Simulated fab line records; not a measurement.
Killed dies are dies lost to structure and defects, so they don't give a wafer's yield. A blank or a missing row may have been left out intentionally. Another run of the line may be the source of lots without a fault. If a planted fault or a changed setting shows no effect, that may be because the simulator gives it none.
Struck lot and sound lot, side by side -- flow sfqLine -- 24 steps out of a route of 325
Sound: these wafers, L388.1, L388.2, L388.3. Wafers L395.1, L395.3, L395.4 were the ones struck. The cause comes at the end.
Per side, at each step with rows, come the tool, then ch with its chambers, and then its first start. Under that, the readings that differ: sound wafers -- struck wafers -- difference of the means -- sigmas: that difference in standard deviations of wafers without a fault.
alike: a reading whose means differ by less than 2 such deviations, as well as words and numbers matching on both sides. not compared: withheld readings; readings where some wafer has no value; bounds like >300 that might hide an equal value; numbers whose values overlap and for which the record gives no deviation.
Wherever a step has rows on one side only, a row that says differs or no value, or a row with sigmas, the two part there. Non-overlapping numbers with no deviation appear without sigmas and do not part them. A reading that every wafer of one side lacks parts them only if that side has two wafers or more.

first, 1 step without rows for these wafers: SFQ_TRILAYER_M6_STRIP_SOLV_CLEAN_164 (cleans in NMP, time 600 s).
SFQ_TRILAYER_I6_DEP_PECVD_165: deposits SiO2 from SiH4/N2O, time 111.11 s, target thk 500 nm.
  sound on pecvd-02 ch 0,1,2, day 73 00:28; struck on pecvd-02 ch 1,2, day 74 17:08
  alike: heaterPowerW, showerheadVppV, throttleValvePct
SFQ_TRILAYER_I6_CMP_CMP_166: polishes SiO2.
  sound on cmp-01 ch 0,2,3, day 73 00:33; struck on cmp-02 ch 0,2,3, day 74 21:55
  alike: motorCurrentA, timeToEndpointS
SFQ_I6_BOW_MEAS_941:
  sound on filmMetro-04 at day 73 03:33; struck on filmMetro-02 at day 75 00:25
  alike: I6_BOW
SFQ_TRILAYER_I6_METRO_MEASURE_167:
  sound on filmMetro-04 at day 73 03:40; struck on filmMetro-02 at day 75 00:32
  alike: thkNm
then, 6 steps without rows for these wafers: SFQ_TRILAYER_I6_VIA_LITHO_COAT_174 (resist thk 62 nm); SFQ_TRILAYER_I6_VIA_LITHO_COAT_169 (resist thk 650 nm); SFQ_TRILAYER_I6_VIA_LITHO_SOFTBAKE_173; SFQ_TRILAYER_I6_VIA_LITHO_EXPOSE_170 (exposes mask I6, target cd 700 nm); SFQ_TRILAYER_I6_VIA_LITHO_PEB_172 (peb time 60 s); SFQ_TRILAYER_I6_VIA_LITHO_DEVELOP_171 (time 60 s).
-- the record jumps here: 3 days lie between the struck wafers' starts before and after --
SFQ_I6_OVL_MEAS_942:
  sound on overlay-01 at day 73 07:41; struck on overlay-02 at day 77 12:55
  alike: I6_OVL
SFQ_TRILAYER_I6_VIA_BARC_OPEN_VIA_ETCH_235: etches BARC in O2, target depth 125 nm, time 41.7 s.
  sound on rieDiel-04 ch 0,2,3, day 73 07:43; struck on rieDiel-04 ch 0,1,2, day 77 12:56
  no value came back on the struck wafers for any of 5 readings (biasW (W), chamberPressureMTorr (mTorr) and others); on the sound wafers biasW (W) reads 80.22 80.11 79.91
reading,sound,struck,difference,sigmas
model.KrF_of_TRILAYER_I6_VIA_LITHO_COAT_169.thkNm (nm),576.1 576.3 574.5,627.2 625.8 625.5,+50.5,
SFQ_TRILAYER_I6_VIA_ETCH_VIA_ETCH_172: etches SiO2 in CHF3, stops on Nb, target depth 260 nm.
  sound on rieDiel-04 ch 0,2,3, day 73 07:46; struck on rieDiel-04 ch 0,1,2, day 77 12:59
reading,sound,struck,difference,sigmas
oesProductAu (a.u.),0.861 0.857 0.851,0.379 0.369 0.369,-0.484,-90
model.KrF_of_TRILAYER_I6_VIA_LITHO_COAT_169.thkNm (nm),531.4 530.5 529.3,581.1 580.6 580.2,+50.2,
  alike: biasW, chamberPressureMTorr, drypumpMotorCurrentA
SFQ_TRILAYER_I6_VIA_STRIP_STRIP_173: strips in O2.
  sound on rieMetal-01 ch 0,1, day 73 07:52; struck on rieMetal-01 ch 0,1, day 77 13:06
  alike: drypumpMotorCurrentA, oesProductAu
  not compared: rfHoursCounterH
then, 2 steps without rows for these wafers: SFQ_TRILAYER_I6_VIA_STRIP_SOLV_CLEAN_174 (cleans in NMP, time 600 s); SFQ_TRILAYER_M7_DEP_PRE_CLEAN_176 (time 22.5 s).
SFQ_TRILAYER_M7_DEP_SPUTTER_175: material Nb, target thk 200 nm, time 133.3 s.
  sound on pvdSputter-05 at day 73 08:40; struck on pvdSputter-03 at day 77 13:54
  alike: chamberPressurePa, throttleValvePct
SFQ_M7_RS_MEAS_943: uses a four-point probe to measure.
  sound on filmMetro-01 at day 73 08:46; struck on filmMetro-01 at day 77 13:59
reading,sound,struck,difference,sigmas
M7_NB_RS (ohm/sq),0.906 0.898 0.900,0.881 0.885 0.891,-0.016,-2
then, 3 steps without rows for these wafers: SFQ_TRILAYER_M7_LITHO_COAT_182 (resist thk 62 nm); SFQ_TRILAYER_M7_LITHO_COAT_177 (resist thk 600 nm); SFQ_TRILAYER_M7_LITHO_SOFTBAKE_181.
SFQ_TRILAYER_M7_LITHO_EXPOSE_178: exposes mask M7, target cd 500 nm.
  struck on krfScanner-01, day 77 15:03; sound on krfScanner-02 ch 0, day 73 12:14
  no value came back on the struck wafers for exposureDoseMJCm2, focusOffsetNm (nm); on the sound wafers exposureDoseMJCm2 reads 14.390 14.378 14.387
  alike: mask
then, 1 step without rows for these wafers: SFQ_TRILAYER_M7_LITHO_PEB_180 (peb time 60 s).

WHERE THEY PART
Last at SFQ_TRILAYER_M7_LITHO_EXPOSE_178 as far as this record goes, first at SFQ_TRILAYER_I6_VIA_BARC_OPEN_VIA_ETCH_235.

WHY: whatever the simulator had introduced
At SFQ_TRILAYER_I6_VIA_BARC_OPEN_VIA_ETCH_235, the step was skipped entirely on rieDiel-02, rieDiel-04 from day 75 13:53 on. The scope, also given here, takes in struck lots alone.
